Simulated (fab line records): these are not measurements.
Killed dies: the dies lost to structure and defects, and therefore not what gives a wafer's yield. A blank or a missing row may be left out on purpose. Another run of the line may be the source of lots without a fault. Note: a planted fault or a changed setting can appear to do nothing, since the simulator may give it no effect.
fab line records || flow gf180mcu || part 2 of 2: steps 26 to 34 of 34
record: {"lots": 5, "wafers": 15, "last_day": 34}
route steps=602 shown V3@441 M4@456
lots that met no fault: taken from a fault-free run of the same line
start_h: hours from the record's opening day to when the first of the lot's shown wafers began || wait_h: hours elapsed since this lot's preceding step || " identical to the entry in the row above || L1.1+2: a single row standing in for several wafers || - no value present, or no start provided || * or withheld: withheld || < > ~ a bound
route shown NAME@n: names a module that has steps shown in the file, with the first one's number in the route || usual: the fault-free wafers' mean and standard deviation || same: alike in all rows || chamber/n: place in a boat || sites: the reading at each site || _std_site: the values' standard deviation || _edge_site: mean of outer sites minus mean of inner sites || radius_mm: how far each site lies from the wafer's centre || mask NAME#n: copy n || behind: tool/chamber where the wafer was last shaped || hold: what put the lot on hold/how long, in hours/how the hold closed || device: the transistor (n, p or np) that didn't switch || end of line: the tests these same wafers got at the end of their route || for a step that has no rows: nothing shown but its recipe || killed: dies that structure and defects cost at the first sort, which is not the same as the wafer's yield || map: a wafer's dies, marking killed ones x, the rest . and places with no die _
set.NAME: the setting as run; set.NAME@STEP: as run at that earlier step || model.NAME: the simulator's own value behind a step, which no gauge read
certain route steps with their lots: each step a table, each wafer a row
services: a tool's chamber out of use, with start hour (start_h, from the record's first day; less than 0 if before it), hours out, and reason
== steps ==
step: GF_M4_SOFTBAKE_10
recipe: {"temp_c": 130, "time_s": 60, "resist": "KrF"}
usual: {"resist_line_temp_C": "22.97/0.11"}
{"lot.wafer": "L074.1", "tool": "litho_track-04", "chamber": 0, "start_h": 511.30, "wait_h": 0.1, "resist_line_temp_C": 22.97}
{"lot.wafer": "L074.4", "tool": "litho_track-04", "chamber": 0, "start_h": 511.30, "wait_h": 0.1, "resist_line_temp_C": 23.01}
{"lot.wafer": "L074.6", "tool": "litho_track-04", "chamber": 0, "start_h": 511.30, "wait_h": 0.1, "resist_line_temp_C": 22.89}
{"lot.wafer": "L075.1", "tool": "litho_track-01", "chamber": 0, "start_h": 529.70, "wait_h": 0.1, "resist_line_temp_C": 22.84}
{"lot.wafer": "L075.2", "tool": "litho_track-01", "chamber": 0, "start_h": 529.70, "wait_h": 0.1, "resist_line_temp_C": 22.95}
{"lot.wafer": "L075.6", "tool": "litho_track-01", "chamber": 0, "start_h": 529.70, "wait_h": 0.1, "resist_line_temp_C": 22.99}
{"lot.wafer": "L079.4", "tool": "litho_track-02", "chamber": 0, "start_h": 570.36, "wait_h": 0.1, "resist_line_temp_C": 23.15}
{"lot.wafer": "L079.5", "tool": "litho_track-02", "chamber": 0, "start_h": 570.36, "wait_h": 0.1, "resist_line_temp_C": 22.96}
{"lot.wafer": "L079.6", "tool": "litho_track-02", "chamber": 0, "start_h": 570.36, "wait_h": 0.1, "resist_line_temp_C": 23.08}
{"lot.wafer": "L092.2", "tool": "litho_track-02", "chamber": 0, "start_h": 669.56, "wait_h": 0.1, "resist_line_temp_C": 23.15}
{"lot.wafer": "L092.5", "tool": "litho_track-02", "chamber": 0, "start_h": 669.56, "wait_h": 0.1, "resist_line_temp_C": 23.20}
{"lot.wafer": "L092.6", "tool": "litho_track-02", "chamber": 0, "start_h": 669.56, "wait_h": 0.1, "resist_line_temp_C": 23.15}
{"lot.wafer": "L096.1", "tool": "litho_track-02", "chamber": 0, "start_h": 687.03, "wait_h": 0.1, "resist_line_temp_C": 22.93}
{"lot.wafer": "L096.5", "tool": "litho_track-02", "chamber": 0, "start_h": 687.03, "wait_h": 0.1, "resist_line_temp_C": 22.96}
{"lot.wafer": "L096.6", "tool": "litho_track-02", "chamber": 0, "start_h": 687.03, "wait_h": 0.1, "resist_line_temp_C": 22.96}
step: GF_M4_EXPOSE_11
recipe: {"mask_id": "Metal4", "target_cd_nm": 280, "na": 0.68, "source_shape": "conventional", "sigma_outer": 0.6, "dose_mj": 28}
same: {"na": 0.68}
{"lot.wafer": "L074.1+4+6", "tool": "krf_scanner-02", "chamber": 0, "start_h": "-", "wait_h": "-", "mask": "Metal4#0"}
{"lot.wafer": "L075.1+2+6", "tool": "krf_scanner-02", "chamber": 0, "start_h": "-", "wait_h": "-", "mask": "Metal4#0"}
{"lot.wafer": "L079.4+5+6", "tool": "krf_scanner-02", "chamber": 0, "start_h": "-", "wait_h": "-", "mask": "Metal4#0"}
{"lot.wafer": "L092.2+5+6", "tool": "krf_scanner-01", "chamber": 0, "start_h": "-", "wait_h": "-", "mask": "Metal4#0"}
{"lot.wafer": "L096.1+5+6", "tool": "krf_scanner-02", "chamber": 0, "start_h": "-", "wait_h": "-", "mask": "Metal4#0"}
step: GF_M4_PEB_12
recipe: {"peb_temp_c": 135, "peb_time_s": 90, "resist": "KrF"}
usual: {"resist_line_temp_C": "22.99/0.1"}
{"lot.wafer": "L074.1", "tool": "litho_track-02", "chamber": 0, "start_h": "-", "wait_h": "-", "resist_line_temp_C": 22.89}
{"lot.wafer": "L074.4", "tool": "litho_track-02", "chamber": 0, "start_h": "-", "wait_h": "-", "resist_line_temp_C": 22.90}
{"lot.wafer": "L074.6", "tool": "litho_track-02", "chamber": 0, "start_h": "-", "wait_h": "-", "resist_line_temp_C": 22.98}
{"lot.wafer": "L075.1", "tool": "litho_track-04", "chamber": 0, "start_h": "-", "wait_h": "-", "resist_line_temp_C": 23.00}
{"lot.wafer": "L075.2", "tool": "litho_track-04", "chamber": 0, "start_h": "-", "wait_h": "-", "resist_line_temp_C": 23.00}
{"lot.wafer": "L075.6", "tool": "litho_track-04", "chamber": 0, "start_h": "-", "wait_h": "-", "resist_line_temp_C": 22.97}
{"lot.wafer": "L079.4", "tool": "litho_track-02", "chamber": 0, "start_h": "-", "wait_h": "-", "resist_line_temp_C": 22.98}
{"lot.wafer": "L079.5", "tool": "litho_track-02", "chamber": 0, "start_h": "-", "wait_h": "-", "resist_line_temp_C": 22.95}
{"lot.wafer": "L079.6", "tool": "litho_track-02", "chamber": 0, "start_h": "-", "wait_h": "-", "resist_line_temp_C": 22.88}
{"lot.wafer": "L092.2", "tool": "litho_track-01", "chamber": 0, "start_h": "-", "wait_h": "-", "resist_line_temp_C": 22.95}
{"lot.wafer": "L092.5", "tool": "litho_track-01", "chamber": 0, "start_h": "-", "wait_h": "-", "resist_line_temp_C": 22.97}
{"lot.wafer": "L092.6", "tool": "litho_track-01", "chamber": 0, "start_h": "-", "wait_h": "-", "resist_line_temp_C": 22.90}
{"lot.wafer": "L096.1", "tool": "litho_track-04", "chamber": 0, "start_h": "-", "wait_h": "-", "resist_line_temp_C": 22.97}
{"lot.wafer": "L096.5", "tool": "litho_track-04", "chamber": 0, "start_h": "-", "wait_h": "-", "resist_line_temp_C": 22.81}
{"lot.wafer": "L096.6", "tool": "litho_track-04", "chamber": 0, "start_h": "-", "wait_h": "-", "resist_line_temp_C": 22.91}
step: GF_M4_DEVELOP_13
recipe: {"develop_time_s": 61.88, "dev_temp_c": 21}
usual: {"resist_line_temp_C": "22.99/0.11"}
{"lot.wafer": "L074.1", "tool": "litho_track-02", "chamber": 0, "start_h": 522.59, "wait_h": 0.2, "resist_line_temp_C": 22.86}
{"lot.wafer": "L074.4", "tool": "litho_track-02", "chamber": 0, "start_h": 522.59, "wait_h": 0.2, "resist_line_temp_C": 22.83}
{"lot.wafer": "L074.6", "tool": "litho_track-02", "chamber": 0, "start_h": 522.59, "wait_h": 0.2, "resist_line_temp_C": 23.06}
{"lot.wafer": "L075.1", "tool": "litho_track-04", "chamber": 0, "start_h": 540.95, "wait_h": 0.2, "resist_line_temp_C": 23.04}
{"lot.wafer": "L075.2", "tool": "litho_track-04", "chamber": 0, "start_h": 540.95, "wait_h": 0.2, "resist_line_temp_C": 23.03}
{"lot.wafer": "L075.6", "tool": "litho_track-04", "chamber": 0, "start_h": 540.95, "wait_h": 0.2, "resist_line_temp_C": 22.92}
{"lot.wafer": "L079.4", "tool": "litho_track-02", "chamber": 0, "start_h": 581.31, "wait_h": 0.1, "resist_line_temp_C": 23.05}
{"lot.wafer": "L079.5", "tool": "litho_track-02", "chamber": 0, "start_h": 581.31, "wait_h": 0.1, "resist_line_temp_C": 23.01}
{"lot.wafer": "L079.6", "tool": "litho_track-02", "chamber": 0, "start_h": 581.31, "wait_h": 0.1, "resist_line_temp_C": 22.95}
{"lot.wafer": "L092.2", "tool": "litho_track-01", "chamber": 0, "start_h": 678.83, "wait_h": 0.2, "resist_line_temp_C": 23.05}
{"lot.wafer": "L092.5", "tool": "litho_track-01", "chamber": 0, "start_h": 678.83, "wait_h": 0.2, "resist_line_temp_C": 22.99}
{"lot.wafer": "L092.6", "tool": "litho_track-01", "chamber": 0, "start_h": 678.83, "wait_h": 0.2, "resist_line_temp_C": 22.85}
{"lot.wafer": "L096.1", "tool": "litho_track-04", "chamber": 0, "start_h": 696.40, "wait_h": 0.2, "resist_line_temp_C": 22.87}
{"lot.wafer": "L096.5", "tool": "litho_track-04", "chamber": 0, "start_h": 696.40, "wait_h": 0.2, "resist_line_temp_C": 22.93}
{"lot.wafer": "L096.6", "tool": "litho_track-04", "chamber": 0, "start_h": 696.40, "wait_h": 0.2, "resist_line_temp_C": 22.84}
step: GF_M4_CD_MEAS_14
recipe: {"target_cd_nm": 280}
usual: {"cd_nm": "279.9/1.2"}
{"lot.wafer": "L074.1", "tool": "cd_sem-01", "chamber": "-", "start_h": 522.74, "wait_h": 0.1, "cd_nm": 277.1}
{"lot.wafer": "L074.4", "tool": "cd_sem-01", "chamber": "-", "start_h": 522.74, "wait_h": 0.1, "cd_nm": 278.4}
{"lot.wafer": "L074.6", "tool": "cd_sem-01", "chamber": "-", "start_h": 522.74, "wait_h": 0.1, "cd_nm": 278.3}
{"lot.wafer": "L075.1", "tool": "cd_sem-01", "chamber": "-", "start_h": 541.10, "wait_h": 0.1, "cd_nm": 280.1}
{"lot.wafer": "L075.2", "tool": "cd_sem-01", "chamber": "-", "start_h": 541.10, "wait_h": 0.1, "cd_nm": 280.5}
{"lot.wafer": "L075.6", "tool": "cd_sem-01", "chamber": "-", "start_h": 541.10, "wait_h": 0.1, "cd_nm": 280.3}
{"lot.wafer": "L079.4", "tool": "cd_sem-02", "chamber": "-", "start_h": 581.44, "wait_h": 0.1, "cd_nm": 280.8}
{"lot.wafer": "L079.5", "tool": "cd_sem-02", "chamber": "-", "start_h": 581.44, "wait_h": 0.1, "cd_nm": 280.0}
{"lot.wafer": "L079.6", "tool": "cd_sem-02", "chamber": "-", "start_h": 581.44, "wait_h": 0.1, "cd_nm": 280.7}
{"lot.wafer": "L092.2", "tool": "cd_sem-01", "chamber": "-", "start_h": 678.97, "wait_h": 0.1, "cd_nm": 279.5}
{"lot.wafer": "L092.5", "tool": "cd_sem-01", "chamber": "-", "start_h": 678.97, "wait_h": 0.1, "cd_nm": 278.2}
{"lot.wafer": "L092.6", "tool": "cd_sem-01", "chamber": "-", "start_h": 678.97, "wait_h": 0.1, "cd_nm": 278.6}
{"lot.wafer": "L096.1", "tool": "cd_sem-01", "chamber": "-", "start_h": 696.55, "wait_h": 0.1, "cd_nm": 278.4}
{"lot.wafer": "L096.5", "tool": "cd_sem-01", "chamber": "-", "start_h": 696.55, "wait_h": 0.1, "cd_nm": 278.2}
{"lot.wafer": "L096.6", "tool": "cd_sem-01", "chamber": "-", "start_h": 696.55, "wait_h": 0.1, "cd_nm": 279.2}
step: GF_M4_OVL_MEAS_15
usual: {"M4_OVL": "4/4.7"}
{"lot.wafer": "L074.1", "tool": "overlay-01", "chamber": "-", "start_h": 522.86, "wait_h": 0.1, "M4_OVL[nm]": 7}
{"lot.wafer": "L074.4", "tool": "overlay-01", "chamber": "-", "start_h": 522.86, "wait_h": 0.1, "M4_OVL[nm]": 5}
{"lot.wafer": "L074.6", "tool": "overlay-01", "chamber": "-", "start_h": 522.86, "wait_h": 0.1, "M4_OVL[nm]": 6}
{"lot.wafer": "L075.1", "tool": "overlay-01", "chamber": "-", "start_h": 541.22, "wait_h": 0.1, "M4_OVL[nm]": 4}
{"lot.wafer": "L075.2", "tool": "overlay-01", "chamber": "-", "start_h": 541.22, "wait_h": 0.1, "M4_OVL[nm]": 3}
{"lot.wafer": "L075.6", "tool": "overlay-01", "chamber": "-", "start_h": 541.22, "wait_h": 0.1, "M4_OVL[nm]": 4}
{"lot.wafer": "L079.4", "tool": "overlay-01", "chamber": "-", "start_h": 581.52, "wait_h": 0.1, "M4_OVL[nm]": 11}
{"lot.wafer": "L079.5", "tool": "overlay-01", "chamber": "-", "start_h": 581.52, "wait_h": 0.1, "M4_OVL[nm]": 12}
{"lot.wafer": "L079.6", "tool": "overlay-01", "chamber": "-", "start_h": 581.52, "wait_h": 0.1, "M4_OVL[nm]": 16}
{"lot.wafer": "L092.2", "tool": "overlay-02", "chamber": "-", "start_h": 679.08, "wait_h": 0.1, "M4_OVL[nm]": 7}
{"lot.wafer": "L092.5", "tool": "overlay-02", "chamber": "-", "start_h": 679.08, "wait_h": 0.1, "M4_OVL[nm]": 5}
{"lot.wafer": "L092.6", "tool": "overlay-02", "chamber": "-", "start_h": 679.08, "wait_h": 0.1, "M4_OVL[nm]": 2}
{"lot.wafer": "L096.1", "tool": "overlay-02", "chamber": "-", "start_h": 696.67, "wait_h": 0.1, "M4_OVL[nm]": 3}
{"lot.wafer": "L096.5", "tool": "overlay-02", "chamber": "-", "start_h": 696.67, "wait_h": 0.1, "M4_OVL[nm]": 9}
{"lot.wafer": "L096.6", "tool": "overlay-02", "chamber": "-", "start_h": 696.67, "wait_h": 0.1, "M4_OVL[nm]": 1}
step: GF_M4_METAL_ETCH_16
recipe: {"chemistry": "Cl2/BCl3", "mask_material": "KrF", "target_depth_nm": 750.8, "stop_on": "SiO2", "pressure_mtorr": 8, "icp_w": 800, "bias_w": 140, "Cl2_flow_sccm": 80, "bcl3_flow_sccm": 40, "time_s": 125.1}
usual: {"chamber_pressure_mTorr": "8.001/0.0075", "drypump_motor_current_A": "5.9/0.36", "oes_product_au": "0.991/0.0063", "throttle_valve_pct": "28.229/0.01"}
{"lot.wafer": "L074.1", "tool": "rie_metal-02", "chamber": 0, "start_h": 522.89, "wait_h": 0.0, "chamber_pressure_mTorr": 7.990, "drypump_motor_current_A": 6.2, "oes_product_au": 0.985, "rf_hours_counter_h": 5, "throttle_valve_pct": 28.236}
{"lot.wafer": "L074.4", "tool": "rie_metal-02", "chamber": 1, "start_h": 522.89, "wait_h": 0.0, "chamber_pressure_mTorr": 8.018, "drypump_motor_current_A": 6.0, "oes_product_au": 0.994, "rf_hours_counter_h": "-", "throttle_valve_pct": 28.232}
{"lot.wafer": "L074.6", "tool": "rie_metal-02", "chamber": 1, "start_h": 522.89, "wait_h": 0.0, "chamber_pressure_mTorr": 8.011, "drypump_motor_current_A": 6.0, "oes_product_au": 0.997, "rf_hours_counter_h": "-", "throttle_valve_pct": 28.221}
{"lot.wafer": "L075.1", "tool": "rie_metal-04", "chamber": 0, "start_h": 541.26, "wait_h": 0.0, "chamber_pressure_mTorr": 8.006, "drypump_motor_current_A": 5.6, "oes_product_au": 0.985, "rf_hours_counter_h": 11, "throttle_valve_pct": 28.228}
{"lot.wafer": "L075.2", "tool": "rie_metal-04", "chamber": 1, "start_h": 541.26, "wait_h": 0.0, "chamber_pressure_mTorr": 8.003, "drypump_motor_current_A": 5.9, "oes_product_au": 0.984, "rf_hours_counter_h": 0, "throttle_valve_pct": 28.236}
{"lot.wafer": "L075.6", "tool": "rie_metal-04", "chamber": 1, "start_h": 541.26, "wait_h": 0.0, "chamber_pressure_mTorr": 8.004, "drypump_motor_current_A": 5.9, "oes_product_au": 0.989, "rf_hours_counter_h": "-", "throttle_valve_pct": 28.216}
{"lot.wafer": "L079.4", "tool": "rie_metal-04", "chamber": 0, "start_h": 581.58, "wait_h": 0.1, "chamber_pressure_mTorr": 8.009, "drypump_motor_current_A": 5.7, "oes_product_au": 0.989, "rf_hours_counter_h": "-", "throttle_valve_pct": 28.236}
{"lot.wafer": "L079.5", "tool": "rie_metal-04", "chamber": 1, "start_h": 581.58, "wait_h": 0.1, "chamber_pressure_mTorr": 7.998, "drypump_motor_current_A": 5.9, "oes_product_au": 0.984, "rf_hours_counter_h": "-", "throttle_valve_pct": 28.239}
{"lot.wafer": "L079.6", "tool": "rie_metal-04", "chamber": 0, "start_h": 581.58, "wait_h": 0.1, "chamber_pressure_mTorr": 8.000, "drypump_motor_current_A": 5.7, "oes_product_au": 0.995, "rf_hours_counter_h": "-", "throttle_valve_pct": 28.248}
{"lot.wafer": "L092.2", "tool": "rie_metal-03", "chamber": 1, "start_h": 679.11, "wait_h": 0.0, "chamber_pressure_mTorr": 7.988, "drypump_motor_current_A": 6.4, "oes_product_au": 0.996, "rf_hours_counter_h": 9, "throttle_valve_pct": 28.216}
{"lot.wafer": "L092.5", "tool": "rie_metal-03", "chamber": 1, "start_h": 679.11, "wait_h": 0.0, "chamber_pressure_mTorr": 7.991, "drypump_motor_current_A": 6.4, "oes_product_au": 0.997, "rf_hours_counter_h": "-", "throttle_valve_pct": 28.231}
{"lot.wafer": "L092.6", "tool": "rie_metal-03", "chamber": 0, "start_h": 679.11, "wait_h": 0.0, "chamber_pressure_mTorr": 8.013, "drypump_motor_current_A": 5.1, "oes_product_au": 0.986, "rf_hours_counter_h": "-", "throttle_valve_pct": 28.229}
{"lot.wafer": "L096.1", "tool": "rie_metal-02", "chamber": 1, "start_h": 696.70, "wait_h": 0.0, "chamber_pressure_mTorr": 8.006, "drypump_motor_current_A": 6.0, "oes_product_au": 0.996, "rf_hours_counter_h": 7, "throttle_valve_pct": 28.225}
{"lot.wafer": "L096.5", "tool": "rie_metal-02", "chamber": 0, "start_h": 696.70, "wait_h": 0.0, "chamber_pressure_mTorr": 8.006, "drypump_motor_current_A": 6.2, "oes_product_au": 0.999, "rf_hours_counter_h": "-", "throttle_valve_pct": 28.227}
{"lot.wafer": "L096.6", "tool": "rie_metal-02", "chamber": 1, "start_h": 696.70, "wait_h": 0.0, "chamber_pressure_mTorr": 8.008, "drypump_motor_current_A": 6.0, "oes_product_au": 0.999, "rf_hours_counter_h": "-", "throttle_valve_pct": 28.212}
step: GF_M4_STRIP_17
recipe: {"chemistry": "O2/N2", "power_w": 1400, "pressure_mtorr": 1500, "platen_temp_c": 250, "o2_flow_sccm": 3000, "n2_flow_sccm": 300, "overash_fraction": 0.5}
usual: {"chamber_pressure_mTorr": "1500.1/1.4", "drypump_motor_current_A": "5.65/0.18", "heater_power_w": "364/36", "oes_product_au": "0.536/0.0049", "strip_time_to_endpoint_s": "7.36/0.056"}
same: {"overash_fraction": 0.5}
{"lot.wafer": "L074.1", "tool": "plasma_asher-03", "chamber": 1, "start_h": 523.02, "wait_h": 0.1, "chamber_pressure_mTorr": 1501.3, "drypump_motor_current_A": 5.55, "heater_power_w": 374, "oes_product_au": 0.536, "rf_hours_counter_h": 89, "strip_time_to_endpoint_s": 7.32}
{"lot.wafer": "L074.4", "tool": "plasma_asher-03", "chamber": 0, "start_h": 523.02, "wait_h": 0.1, "chamber_pressure_mTorr": 1500.3, "drypump_motor_current_A": 5.76, "heater_power_w": 355, "oes_product_au": 0.546, "rf_hours_counter_h": "-", "strip_time_to_endpoint_s": 7.39}
{"lot.wafer": "L074.6", "tool": "plasma_asher-03", "chamber": 0, "start_h": 523.02, "wait_h": 0.1, "chamber_pressure_mTorr": 1500.3, "drypump_motor_current_A": 5.77, "heater_power_w": 366, "oes_product_au": 0.533, "rf_hours_counter_h": "-", "strip_time_to_endpoint_s": 7.32}
{"lot.wafer": "L075.1", "tool": "plasma_asher-04", "chamber": 0, "start_h": 541.39, "wait_h": 0.1, "chamber_pressure_mTorr": 1499.0, "drypump_motor_current_A": 5.50, "heater_power_w": 363, "oes_product_au": 0.538, "rf_hours_counter_h": 85, "strip_time_to_endpoint_s": 7.44}
{"lot.wafer": "L075.2", "tool": "plasma_asher-04", "chamber": 1, "start_h": 541.39, "wait_h": 0.1, "chamber_pressure_mTorr": 1500.9, "drypump_motor_current_A": 5.52, "heater_power_w": 431, "oes_product_au": 0.547, "rf_hours_counter_h": 85, "strip_time_to_endpoint_s": 7.45}
{"lot.wafer": "L075.6", "tool": "plasma_asher-04", "chamber": 0, "start_h": 541.39, "wait_h": 0.1, "chamber_pressure_mTorr": 1498.4, "drypump_motor_current_A": 5.51, "heater_power_w": 355, "oes_product_au": 0.540, "rf_hours_counter_h": "-", "strip_time_to_endpoint_s": 7.48}
{"lot.wafer": "L079.4", "tool": "plasma_asher-04", "chamber": 0, "start_h": 581.70, "wait_h": 0.1, "chamber_pressure_mTorr": 1502.2, "drypump_motor_current_A": 5.48, "heater_power_w": 362, "oes_product_au": 0.544, "rf_hours_counter_h": "-", "strip_time_to_endpoint_s": 7.45}
{"lot.wafer": "L079.5", "tool": "plasma_asher-04", "chamber": 1, "start_h": 581.70, "wait_h": 0.1, "chamber_pressure_mTorr": 1497.9, "drypump_motor_current_A": 5.52, "heater_power_w": 430, "oes_product_au": 0.535, "rf_hours_counter_h": "-", "strip_time_to_endpoint_s": 7.44}
{"lot.wafer": "L079.6", "tool": "plasma_asher-04", "chamber": 0, "start_h": 581.70, "wait_h": 0.1, "chamber_pressure_mTorr": 1501.0, "drypump_motor_current_A": 5.47, "heater_power_w": 354, "oes_product_au": 0.538, "rf_hours_counter_h": "-", "strip_time_to_endpoint_s": 7.43}
{"lot.wafer": "L092.2", "tool": "plasma_asher-02", "chamber": 1, "start_h": 679.24, "wait_h": 0.1, "chamber_pressure_mTorr": 1502.0, "drypump_motor_current_A": 5.53, "heater_power_w": 331, "oes_product_au": 0.527, "rf_hours_counter_h": 55, "strip_time_to_endpoint_s": 7.35}
{"lot.wafer": "L092.5", "tool": "plasma_asher-02", "chamber": 0, "start_h": 679.24, "wait_h": 0.1, "chamber_pressure_mTorr": 1498.1, "drypump_motor_current_A": 5.98, "heater_power_w": 324, "oes_product_au": 0.538, "rf_hours_counter_h": "-", "strip_time_to_endpoint_s": 7.32}
{"lot.wafer": "L092.6", "tool": "plasma_asher-02", "chamber": 1, "start_h": 679.24, "wait_h": 0.1, "chamber_pressure_mTorr": 1499.2, "drypump_motor_current_A": 5.55, "heater_power_w": 335, "oes_product_au": 0.528, "rf_hours_counter_h": "-", "strip_time_to_endpoint_s": 7.29}
{"lot.wafer": "L096.1", "tool": "plasma_asher-02", "chamber": 1, "start_h": 696.83, "wait_h": 0.1, "chamber_pressure_mTorr": 1500.5, "drypump_motor_current_A": 5.57, "heater_power_w": 340, "oes_product_au": 0.531, "rf_hours_counter_h": 57, "strip_time_to_endpoint_s": 7.25}
{"lot.wafer": "L096.5", "tool": "plasma_asher-02", "chamber": 0, "start_h": 696.83, "wait_h": 0.1, "chamber_pressure_mTorr": 1502.6, "drypump_motor_current_A": 5.98, "heater_power_w": 325, "oes_product_au": 0.540, "rf_hours_counter_h": "-", "strip_time_to_endpoint_s": 7.24}
{"lot.wafer": "L096.6", "tool": "plasma_asher-02", "chamber": 1, "start_h": 696.83, "wait_h": 0.1, "chamber_pressure_mTorr": 1502.1, "drypump_motor_current_A": 5.54, "heater_power_w": 338, "oes_product_au": 0.532, "rf_hours_counter_h": "-", "strip_time_to_endpoint_s": 7.27}
step: GF_M4_STRIP_18
recipe: {"chemistry": "post_etch_residue_remover", "time_s": 1200, "temp_c": 72.5}
{"lot.wafer": "L074.1+4+6", "tool": "wet_bench-02", "chamber": 3, "start_h": 523.12, "wait_h": 0.1}
{"lot.wafer": "L075.1+2+6", "tool": "wet_bench-02", "chamber": 0, "start_h": 541.49, "wait_h": 0.1}
{"lot.wafer": "L079.4+5+6", "tool": "wet_bench-04", "chamber": 0, "start_h": 581.77, "wait_h": 0.0}
{"lot.wafer": "L092.2+5+6", "tool": "wet_bench-04", "chamber": 2, "start_h": 679.34, "wait_h": 0.1}
{"lot.wafer": "L096.1+5+6", "tool": "wet_bench-04", "chamber": 0, "start_h": 696.93, "wait_h": 0.1}
== services ==
{"tool": "cmp-01", "chamber": "-", "start_h": 482.46, "hours": 4.1, "kind": "repair"}
{"tool": "plasma_asher-02", "chamber": "-", "start_h": 488.24, "hours": 2.8, "kind": "pm"}
{"tool": "rie_diel-03", "chamber": 1, "start_h": 491.01, "hours": 2.7, "kind": "repair"}
{"tool": "rie_diel-03", "chamber": 0, "start_h": 499.86, "hours": 5.1, "kind": "repair"}
{"tool": "pvd_sputter-01", "chamber": "-", "start_h": 505.71, "hours": 3.2, "kind": "repair"}
{"tool": "pvd_sputter-02", "chamber": "-", "start_h": 518.23, "hours": 2.0, "kind": "repair"}
{"tool": "cmp-01", "chamber": "-", "start_h": 521.47, "hours": 1.1, "kind": "repair"}
{"tool": "krf_scanner-02", "chamber": "-", "start_h": 527.35, "hours": 0.2, "kind": "repair"}
{"tool": "rie_diel-03", "chamber": 3, "start_h": 527.46, "hours": 5.4, "kind": "repair"}
{"tool": "krf_scanner-02", "chamber": "-", "start_h": 530.12, "hours": 0.1, "kind": "repair"}
{"tool": "krf_scanner-02", "chamber": "-", "start_h": 541.14, "hours": 1.3, "kind": "pm"}
{"tool": "wet_bench-03", "chamber": "-", "start_h": 545.23, "hours": 3.7, "kind": "repair"}
{"tool": "wet_bench-03", "chamber": "-", "start_h": 554.23, "hours": 1.9, "kind": "pm"}
{"tool": "plasma_asher-02", "chamber": "-", "start_h": 573.44, "hours": 0.7, "kind": "repair"}
{"tool": "pvd_sputter-03", "chamber": "-", "start_h": 575.51, "hours": 1.8, "kind": "repair"}
{"tool": "krf_scanner-02", "chamber": "-", "start_h": 581.99, "hours": 3.6, "kind": "pm"}
{"tool": "krf_scanner-02", "chamber": "-", "start_h": 604.97, "hours": 1.0, "kind": "pm"}
{"tool": "krf_scanner-02", "chamber": "-", "start_h": 616.24, "hours": 0.8, "kind": "pm"}
{"tool": "wet_bench-04", "chamber": "-", "start_h": 616.56, "hours": 1.2, "kind": "repair"}
{"tool": "plasma_asher-03", "chamber": "-", "start_h": 626.19, "hours": 3.2, "kind": "repair"}
{"tool": "cmp-01", "chamber": "-", "start_h": 629.82, "hours": 2.2, "kind": "repair"}
{"tool": "krf_scanner-02", "chamber": "-", "start_h": 631.40, "hours": 0.2, "kind": "repair"}
{"tool": "wet_bench-04", "chamber": "-", "start_h": 637.85, "hours": 1.4, "kind": "repair"}
{"tool": "krf_scanner-02", "chamber": "-", "start_h": 669.64, "hours": 1.0, "kind": "repair"}
